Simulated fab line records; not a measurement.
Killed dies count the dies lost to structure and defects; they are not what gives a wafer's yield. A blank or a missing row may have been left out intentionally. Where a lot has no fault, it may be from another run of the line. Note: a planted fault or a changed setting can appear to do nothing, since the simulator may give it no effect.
Matching of chambers ; flow sky130 ; SKY_VIA1_CMP_02 on cmp-01: 4 sister chambers
The step polishes SiO2. 8 wafers are shown with their chamber, then 8 later ones without.

== EACH WAFER AND ITS CHAMBER ==
wafer;chamber;motorCurrentA (A);edgeZonePressureFrac
L690.6;3;11.9;1.002
L694.3;2;11.1;0.998
L697.2;2;11.1;0.998
L698.2;3;12.3;1.005
L709.1;1;12.1;0.999
L709.2;0;10.6;0.998
L709.6;1;11.9;1.003
L711.1;0;11.2;0.998

== WAFERS WITHOUT THEIR CHAMBER ==
wafer;motorCurrentA (A);edgeZonePressureFrac
L711.2;11.4;0.998
L711.5;10.8;1.003
L712.3;12.7;1.010
L712.4;12.3;1.004
L712.6;11.1;1.004
L713.1;11.0;1.000
L713.3;12.5;0.997
L713.5;10.8;1.000

== WHICH CHAMBER EACH ONE RAN IN ==
wafer;from the rows above;in truth
L711.2;can't be placed: 2 or 0 or 1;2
L711.5;can't be placed: 0 or 2 or 1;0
L712.3;can't be placed: 3 or 1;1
L712.4;can't be placed: 3 or 1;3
L712.6;can't be placed: 2 or 0 or 3 or 1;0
L713.1;can't be placed: 2 or 0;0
L713.3;can't be placed: 1 or 3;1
L713.5;can't be placed: 0 or 2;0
Correctly placed: 0 of 8. Can't be placed from these rows: 8 (the true chamber is among the candidates in 8). Wrongly placed: 0.
How it was worked out, from the rows above alone: a wafer's distance from a chamber is the root of the sum, over the readings, of the square of ((its reading less the chamber's mean) divided by the reading's scatter). If the next closest chamber is less than 2 further off than the closest, the wafer can't be placed; otherwise it belongs to the closest. For every chamber, the mean is computed from those of its wafers that are shown. How the scatter is found: for the shown wafers, subtract from each reading the mean of its chamber, square and add these, divide the total by (wafers less chambers), then take the root.
